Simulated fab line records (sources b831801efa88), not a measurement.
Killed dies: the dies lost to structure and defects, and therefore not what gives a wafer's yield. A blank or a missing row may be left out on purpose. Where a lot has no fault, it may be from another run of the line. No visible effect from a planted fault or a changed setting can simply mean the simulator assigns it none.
fab line records	flow sky130
[record] lots = 11	wafers = 33	lastDay = 49
route steps=708 shown VT_ADJUST_PCH@152 SONOS_ONO@173 GATE_OXIDE@188 PAD_OPEN@708
lots that met no fault: taken from a fault-free run of the same line
startH: hours from the record's first day to the start of the lot's first wafer shown	waitH: hours since the lot's step before	" as in the row above	L1.1+2: several wafers, shown together as one row	- value missing, or start not given	* or withheld: withheld	< > ~ a bound
route shown NAME@n: NAME is a module with steps in the file, n the number in the route of the first one	usual: mean/standard deviation of fault-free wafers	same: alike in all rows	chamber/n: place in a boat	sites: per-site readings	_std_site: standard deviation across them	_edge_site: the outer-site mean with the inner-site mean subtracted	radiusMm: for every site, how far away it sits from the centre of the wafer	mask NAME#n: copy n	behind: the last tool/chamber to shape the wafer	hold: why the lot went on hold/how many hours it stayed there/how the hold came to an end	device: which transistor (n, p or np) failed to switch	end of line: the same wafers' tests at the end of the route	where a step has no rows: the recipe by itself	killed: at the first sort, the dies lost to defects and structure; wafer yield is something else	map: per-die view of a wafer (x killed, . not killed, _ where there is no die)
set.NAME: the setting the step ran with; set.NAME@STEP: the setting that earlier step ran with	model.NAME: the simulator's own value behind a step, which no gauge read
steps of the route over a sample of lots; a table a step, a row a wafer
services: from which hour (startH, from the record's first day; less than 0 if before it) a tool's chamber was out of use, for how many hours, and why
[[steps]]
[step SKY_VT_ADJUST_PCH_STRIP_09]
[recipe] chemistry = O2/N2	powerW = 1400	pressureMtorr = 1500	platenTempC = withheld	o2FlowSccm = 3000	n2FlowSccm = 300	overashFraction = 0.5
[usual] drypumpMotorCurrentA = 6.0/0.4	oesProductAu = 0.723/0.0046	stripTimeToEndpointS = 36.97/0.12
lot.wafer	tool	chamber	startH	waitH	drypumpMotorCurrentA	oesProductAu	rfHoursCounterH	stripTimeToEndpointS
L996.3	plasmaAsher-01	0	243.20	0.1	6.4	0.716	-	37.00
L996.4	"	1	"	"	5.9	0.724	-	37.12
L996.5	"	0	"	"	6.4	0.716	-	36.97
L998.1	plasmaAsher-04	0	253.11	0.1	5.2	0.720	41	37.09
L998.2	"	1	"	"	5.8	0.720	41	36.95
L998.3	"	1	"	"	5.8	0.726	-	37.11
L100.3	plasmaAsher-04	1	268.85	0.1	5.8	0.721	-	36.91
L100.4	"	0	"	"	5.3	0.722	-	37.02
L100.5	"	1	"	"	5.9	0.713	-	37.06
L107.2	plasmaAsher-01	1	330.35	0.1	5.9	0.726	65	37.09
L107.5	"	1	"	"	5.9	0.723	-	37.05
L107.6	"	0	"	"	6.4	0.721	-	37.09
L106.1	plasmaAsher-03	0	330.70	0.1	6.4	0.725	64	37.01
L106.3	"	0	"	"	6.4	0.722	-	37.02
L106.5	"	1	"	"	6.1	0.719	-	37.01
L109.2	plasmaAsher-04	0	339.26	0.1	5.3	0.724	50	37.06
L109.5	"	1	"	"	5.9	0.723	-	37.13
L109.6	"	0	"	"	5.3	0.724	-	37.07
L110.2	plasmaAsher-03	0	342.80	0.1	6.4	0.715	65	36.65
L110.3	"	1	"	"	6.0	0.718	-	36.68
L110.5	"	0	"	"	6.4	0.726	-	36.68
L111.2	plasmaAsher-03	1	344.77	0.1	6.0	0.722	66	36.90
L111.4	"	1	"	"	6.0	0.721	-	37.00
L111.5	"	0	"	"	6.4	0.730	-	36.92
L113.1	plasmaAsher-01	0	355.01	0.1	6.4	0.721	68	36.93
L113.2	"	1	"	"	5.9	0.729	68	37.06
L113.4	"	1	"	"	5.9	0.718	-	37.08
L114.1	plasmaAsher-01	1	361.06	0.1	6.0	0.722	69	36.97
L114.2	"	0	"	"	6.4	0.717	69	36.95
L114.6	"	1	"	"	5.9	0.722	-	36.97
L115.1	plasmaAsher-01	0	373.46	0.1	6.4	0.729	70	37.10
L115.2	"	1	"	"	5.9	0.725	70	36.95
L115.3	"	1	"	"	5.9	0.726	-	37.00
[step SKY_VT_ADJUST_PCH_TW_MEAS_10]
[usual] VT_ADJUST_PCH_TW = 143.2/0.54
lot.wafer	tool	chamber	startH	waitH	VT_ADJUST_PCH_TW
L996.3	filmMetro-02	-	243.29	0.1	141.9
L996.4	"	-	"	"	142.9
L996.5	"	-	"	"	142.3
L998.1	filmMetro-01	-	253.21	0.1	142.9
L998.2	"	-	"	"	142.6
L998.3	"	-	"	"	141.8
L100.3	filmMetro-04	-	268.94	0.1	143.0
L100.4	"	-	"	"	143.4
L100.5	"	-	"	"	142.5
L107.2	filmMetro-01	-	330.46	0.1	143.2
L107.5	"	-	"	"	142.8
L107.6	"	-	"	"	143.7
L106.1	filmMetro-02	-	330.80	0.1	143.6
L106.3	"	-	"	"	143.9
L106.5	"	-	"	"	143.6
L109.2	filmMetro-02	-	339.37	0.1	142.8
L109.5	"	-	"	"	143.2
L109.6	"	-	"	"	142.3
L110.2	filmMetro-02	-	342.91	0.1	143.9
L110.3	"	-	"	"	143.3
L110.5	"	-	"	"	143.1
L111.2	filmMetro-04	-	344.88	0.1	143.2
L111.4	"	-	"	"	142.8
L111.5	"	-	"	"	142.4
L113.1	filmMetro-04	-	355.11	0.1	143.1
L113.2	"	-	"	"	142.9
L113.4	"	-	"	"	142.5
L114.1	filmMetro-01	-	361.16	0.1	143.0
L114.2	"	-	"	"	143.8
L114.6	"	-	"	"	143.7
L115.1	filmMetro-01	-	373.56	0.1	143.5
L115.2	"	-	"	"	143.8
L115.3	"	-	"	"	142.8
[step SKY_SONOS_ONO_THK_MEAS_05]
[recipe] reads = SiO2_of_SONOS_ONO_CVD_04
[usual] SONOS_ONO_CVD_04_THK = 5.66/0.12
lot.wafer	tool	chamber	startH	waitH	SONOS_ONO_CVD_04_THK[nm]
L996.3	filmMetro-03	-	273.44	0.0	5.64
L996.4	"	-	"	"	5.54
L996.5	"	-	"	"	5.61
L998.1	filmMetro-04	-	281.82	0.0	5.57
L998.2	"	-	"	"	5.50
L998.3	"	-	"	"	5.58
L100.3	filmMetro-03	-	294.00	0.0	5.60
L100.4	"	-	"	"	5.65
L100.5	"	-	"	"	5.52
L107.2	filmMetro-01	-	361.79	0.0	5.64
L107.5	"	-	"	"	5.62
L107.6	"	-	"	"	5.76
L106.1	filmMetro-04	-	364.04	0.0	5.68
L106.3	"	-	"	"	5.66
L106.5	"	-	"	"	5.73
L109.2	filmMetro-04	-	373.36	0.0	5.58
L109.5	"	-	"	"	5.53
L109.6	"	-	"	"	5.52
L110.2	filmMetro-01	-	379.13	0.0	5.58
L110.3	"	-	"	"	5.49
L110.5	"	-	"	"	5.48
L111.2	filmMetro-03	-	379.13	0.0	5.59
L111.4	"	-	"	"	5.59
L111.5	"	-	"	"	5.49
L113.1	filmMetro-03	-	387.13	0.0	5.68
L113.2	"	-	"	"	5.74
L113.4	"	-	"	"	5.67
L114.1	filmMetro-01	-	393.22	0.0	5.80
L114.2	"	-	"	"	5.87
L114.6	"	-	"	"	5.83
L115.1	filmMetro-01	-	406.27	0.0	5.52
L115.2	"	-	"	"	5.46
L115.3	"	-	"	"	5.54
[step SKY_GATE_OXIDE_OXIDATION_01]
[recipe] tempC = 900	ambient = O2	stabiliseS = 600	purgeS = 300	targetThkA = 102.68	oxTimeS = 1473
[usual] spikeTcBottomC = 917.9/2	spikeTcCentreC = 900.4/1.1	spikeTcLowerC = 901.1/1.2	spikeTcTopC = 908.4/0.96	spikeTcUpperC = 900.4/1	tubeCenterTempC = 900/0.084	tube_center_temp_C_max = 902.4/0.39
[same] oxTimeS = 1473
lot.wafer	tool	chamber	startH	waitH	spikeTcBottomC	spikeTcCentreC	spikeTcLowerC	spikeTcTopC	spikeTcUpperC	tubeCenterTempC	tube_center_temp_C_max
L996.3	furnace-02	0	293.34	0.0	919.3	900.4	903.4	908.7	899.8	900.05	902.7
L996.4	"	0	"	"	921.7	901.2	901.0	908.5	901.3	900.03	902.4
L996.5	"	0	"	"	918.5	900.2	901.8	908.4	901.7	899.97	903.3
L998.1	furnace-02	0	301.47	1.2	898.1	879.5	880.5	887.3	880.2	879.4	881.4
L998.2	"	0	"	"	897.7	879.2	881.2	888.1	880.2	879.48	881.4
L998.3	"	0	"	"	899.3	880.5	881.9	887.6	882.1	879.51	881.5
L100.3	furnace-02	0	313.54	0.4	897.6	880.6	881.1	888.2	881.7	879.48	882.1
L100.4	"	0	"	"	896.9	878.2	881.7	887.8	879.7	879.29	881.8
L100.5	"	0	"	"	898.2	879.2	879.7	887.7	880.6	879.29	881.8
L107.2	furnace-01	0	391.24	1.0	916.3	901.4	901.2	908.1	900.3	899.98	902.3
L107.5	"	0	"	"	915.8	900.2	900.2	908.9	900.6	899.99	902.5
L107.6	"	0	"	"	916.0	898.3	900.5	909.7	900.0	899.91	902.1
L106.1	furnace-01	0	392.64	0.2	914.4	899.6	900.5	908.3	899.5	900.12	902.8
L106.3	"	0	"	"	916.6	899.8	901.3	908.5	900.1	899.91	901.9
L106.5	"	0	"	"	915.5	899.5	900.2	907.7	898.1	900.07	902.4
L109.2	furnace-02	0	402.68	0.0	919.6	899.9	901.8	909.4	899.8	900.01	902.8
L109.5	"	0	"	"	919.0	900.5	902.5	909.6	900.8	899.98	901.7
L109.6	"	0	"	"	921.2	899.8	901.7	909.8	900.8	899.92	902.6
L110.2	furnace-02	0	408.53	0.4	919.2	901.2	899.2	909.3	901.5	900	902.0
L110.3	"	0	"	"	917.4	900.2	900.9	907.3	900.3	899.87	902.0
L110.5	"	0	"	"	919.8	900.4	903.4	909.8	899.8	900.02	902.5
L111.2	furnace-02	0	408.53	1.0	917.9	900.5	902.0	908.1	900.5	899.89	902.1
L111.4	"	0	"	"	918.7	901.7	902.9	906.8	899.0	900	902.2
L111.5	"	0	"	"	919.0	901.9	899.5	909.4	901.0	899.97	902.1
L113.1	furnace-02	0	417.15	0.0	917.8	899.1	900.6	908.8	900.3	900.09	902.4
L113.2	"	0	"	"	918.9	901.1	902.6	908.8	900.2	900	902.1
L113.4	"	0	"	"	919.2	899.5	901.6	908.3	900.1	900.1	903.0
L114.1	furnace-02	0	424.01	0.5	918.5	902.0	903.1	908.2	901.1	900.02	902.3
L114.2	"	0	"	"	918.3	901.8	901.6	908.6	902.0	900.08	903.0
L114.6	"	0	"	"	918.4	900.2	899.1	907.9	901.0	899.99	902.4
L115.1	furnace-02	0	441.89	4.4	919.5	901.6	901.6	909.0	899.4	899.91	901.9
L115.2	"	0	"	"	919.7	901.1	902.3	908.7	901.9	899.96	902.4
L115.3	"	0	"	"	920.0	900.7	900.6	908.9	901.7	899.92	902.0
[step SKY_GATE_OXIDE_THK_MEAS_02]
[recipe] reads = SiO2_of_GATE_OXIDE_OXIDATION_01
[usual] GATE_OXIDE_OXIDATION_00_THK = 10.35/0.15
lot.wafer	tool	chamber	startH	waitH	GATE_OXIDE_OXIDATION_00_THK[nm]
L996.3	filmMetro-04	-	294.77	0.0	10.37
L996.4	"	-	"	"	10.42
L996.5	"	-	"	"	10.21
L998.1	filmMetro-02	-	302.88	0.0	7.79
L998.2	"	-	"	"	8.09
L998.3	"	-	"	"	7.97
L100.3	filmMetro-03	-	314.97	0.0	8.24
L100.4	"	-	"	"	8.14
L100.5	"	-	"	"	7.97
L107.2	filmMetro-03	-	392.65	0.0	10.15
L107.5	"	-	"	"	10.16
L107.6	"	-	"	"	10.22
L106.1	filmMetro-03	-	394.05	0.0	10.44
L106.3	"	-	"	"	10.33
L106.5	"	-	"	"	10.57
L109.2	filmMetro-04	-	404.10	0.0	10.47
L109.5	"	-	"	"	10.49
L109.6	"	-	"	"	10.49
L110.2	filmMetro-02	-	409.95	0.0	10.34
L110.3	"	-	"	"	10.15
L110.5	"	-	"	"	10.35
L111.2	filmMetro-04	-	409.95	0.0	10.36
L111.4	"	-	"	"	10.30
L111.5	"	-	"	"	10.42
L113.1	filmMetro-03	-	418.56	0.0	10.17
L113.2	"	-	"	"	10.11
L113.4	"	-	"	"	10.31
L114.1	filmMetro-02	-	425.42	0.0	10.13
L114.2	"	-	"	"	10.28
L114.6	"	-	"	"	10.24
L115.1	filmMetro-03	-	443.30	0.0	10.11
L115.2	"	-	"	"	10.19
L115.3	"	-	"	"	10.11
[step SKY_PAD_OPEN_PROBE_99]
[usual] killed_at_M0_to_M3 = 44/7.1	killed_at_M4_up = 3.3/1.8	killedAtContacts = 24/5.1	killedAtFrontEnd = 16/4.7	killedAtOther = 0.3/0.52	killedDies = 87/9.7	killedOpen = 47/6.8	killedShort = 39/6.7
[same] grossDies = 492	killedAtBackSide = 0
lot.wafer	tool	chamber	startH	waitH	killed_at_M0_to_M3	killed_at_M4_up	killedAtContacts	killedAtFrontEnd	killedAtOther	killedDies	killedOpen	killedShort
L996.3	prober-01	-	1081.85	0.2	40	2	28	13	0	83	44	39
L996.4	prober-01	-	1081.90	0.2	41	4	17	11	1	74	28	46
L996.5	prober-01	-	1081.95	0.2	49	3	22	15	1	90	47	43
L100.3	prober-01	-	1102.80	0.2	46	6	26	23	0	101	52	49
L100.4	prober-01	-	1102.85	0.2	51	2	20	28	0	101	49	52
L100.5	prober-01	-	1102.90	0.2	43	3	18	16	0	80	40	40
L109.2	prober-02	-	1166.39	0.1	44	8	18	18	0	88	47	40
L109.5	prober-02	-	1166.54	0.2	48	2	23	24	0	97	63	33
L109.6	prober-02	-	1166.59	0.2	48	6	29	23	0	106	44	62
L111.2	prober-01	-	1171.52	0.1	30	2	21	20	0	73	43	30
L111.4	prober-01	-	1171.62	0.2	52	4	20	4	0	80	43	37
L111.5	prober-01	-	1171.67	0.2	65	4	16	12	0	97	46	51
// killed by level:class
L996.3 VIA1:geometricParticle:open=12 CONTACT:geometricParticle:open=9 VIA3:geometricParticle:open=9 LOCAL_INTERCONNECT:geometricParticle:short=6 LI_CONTACT:geometricParticle:open=5 VIA1:geometricParticle:short=5 CONTACT:geometricParticle:short=5 POLY_GATE:geometricParticle:short=4
L996.4 METAL2:geometricParticle:short=9 VIA1:geometricParticle:open=6 FIELD_ISO:geometricParticle:short=5 CONTACT:geometricParticle:open=5 CONTACT:geometricParticle:short=5 METAL1:geometricParticle:short=5 VIA2:geometricParticle:open=5 VIA2:geometricParticle:short=5
L996.5 CONTACT:geometricParticle:open=12 VIA1:geometricParticle:open=9 VIA2:geometricParticle:open=8 METAL2:geometricParticle:short=6 VIA3:geometricParticle:open=6 VIA3:geometricParticle:short=6 LI_CONTACT:geometricParticle:short=5 POLY_GATE:geometricParticle:short=4
L100.3 VIA1:geometricParticle:open=12 CONTACT:geometricParticle:open=8 LI_CONTACT:geometricParticle:open=7 VIA2:geometricParticle:open=7 POLY_GATE:geometricParticle:open=6 CONTACT:geometricParticle:short=5 FIELD_ISO:geometricParticle:short=5 POLY_GATE:geometricParticle:short=5
L100.4 POLY_GATE:geometricParticle:open=10 VIA1:geometricParticle:open=8 POLY_GATE:geometricParticle:short=7 METAL2:geometricParticle:short=6 FIELD_ISO:geometricParticle:open=6 CONTACT:geometricParticle:open=6 VIA2:geometricParticle:short=6 VIA2:geometricParticle:open=6
L100.5 VIA1:geometricParticle:open=9 VIA2:geometricParticle:open=6 METAL1:geometricParticle:short=6 POLY_GATE:geometricParticle:short=5 LI_CONTACT:geometricParticle:open=5 VIA3:geometricParticle:open=5 FIELD_ISO:geometricParticle:open=4 LOCAL_INTERCONNECT:geometricParticle:short=4
L109.2 VIA1:geometricParticle:open=11 LI_CONTACT:geometricParticle:open=7 VIA3:geometricParticle:open=7 CONTACT:geometricParticle:open=6 METAL2:geometricParticle:short=6 METAL4:geometricParticle:short=6 POLY_GATE:geometricParticle:short=5 POLY_GATE:geometricParticle:open=5
L109.5 VIA1:geometricParticle:open=18 CONTACT:geometricParticle:open=11 LI_CONTACT:geometricParticle:open=7 VIA3:geometricParticle:open=7 VIA3:geometricParticle:short=6 FIELD_ISO:geometricParticle:open=5 SPACER:geometricParticle:short=5 VIA2:geometricParticle:open=5
L109.6 CONTACT:geometricParticle:open=8 VIA1:geometricParticle:open=8 METAL2:geometricParticle:short=8 LI_CONTACT:geometricParticle:open=7 POLY_GATE:geometricParticle:short=6 VIA2:geometricParticle:short=6 FIELD_ISO:geometricParticle:short=5 FIELD_ISO:geometricParticle:open=5
L111.2 VIA1:geometricParticle:open=10 LI_CONTACT:geometricParticle:open=7 CONTACT:geometricParticle:short=7 FIELD_ISO:geometricParticle:open=6 POLY_GATE:geometricParticle:open=6 CONTACT:geometricParticle:open=6 METAL2:geometricParticle:short=4 VIA2:geometricParticle:short=4
L111.4 VIA1:geometricParticle:open=14 CONTACT:geometricParticle:short=7 VIA2:geometricParticle:open=7 VIA3:geometricParticle:open=7 METAL1:geometricParticle:short=6 METAL3:geometricParticle:short=6 LI_CONTACT:geometricParticle:open=4 LI_CONTACT:geometricParticle:short=4
L111.5 VIA1:geometricParticle:open=15 VIA1:geometricParticle:short=10 METAL2:geometricParticle:short=8 CONTACT:geometricParticle:open=6 FIELD_ISO:geometricParticle:short=6 LI_CONTACT:geometricParticle:open=6 VIA2:geometricParticle:short=6 VIA3:geometricParticle:short=6
[[services]]
tool	chamber	startH	hours	kind
furnace-02	-	227.52	11.2	pm
plasmaAsher-04	-	236.46	13.9	repair
furnace-01	-	269.35	3.2	pm
furnace-02	-	308.29	4.1	pm
plasmaAsher-03	-	348.15	7.2	repair
furnace-01	-	372.98	2.7	pm
plasmaAsher-03	-	403.94	1.8	repair
plasmaAsher-03	-	421.25	9.0	pm
plasmaAsher-03	0	421.25	9.0	ventCycle
plasmaAsher-03	1	421.25	9.0	ventCycle
plasmaAsher-03	0	430.25	-	clean
plasmaAsher-03	1	430.25	-	clean
furnace-01	-	434.70	19.9	pm
[[key]]
[firstSign] step = SKY_GATE_OXIDE_OXIDATION_01	reading = tubeCenterTempC	direction = down	sigmas = 99+	usual = *	struck = *
[effect] step = SKY_GATE_OXIDE_OXIDATION_01	reading = tube_center_temp_C_max	direction = down	sigmas = 54	usual = *	struck = *
[effect] step = SKY_GATE_OXIDE_THK_MEAS_02	reading = GATE_OXIDE_OXIDATION_00_THK	direction = down	sigmas = 15	usual = 10.35	struck = 8.03
metAt SKY_GATE_OXIDE_OXIDATION_01
struckLots L998,L100
testerLeftOut L998,L100
notActingAt SKY_VT_ADJUST_PCH_STRIP_09,SKY_VT_ADJUST_PCH_TW_MEAS_10,SKY_SONOS_ONO_THK_MEAS_05
onsetBetween 293.34 301.47
[fault] kind = processParameterDrift	tool = furnace-02	chamber = -	onsetH = 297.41	steps = SKY_GATE_OXIDE_OXIDATION_01	channel = tempC	offset = *	shape = step	endH = 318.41	actsIn = *	stated = *
// testerLeftOut: of these lots the tester's yield and bins aren't shown, on N5 and GAA mostly nor the transistor test; their killed dies are dies lost to structure and defects alone, not to doping, threshold or leakage, so they don't give the yield
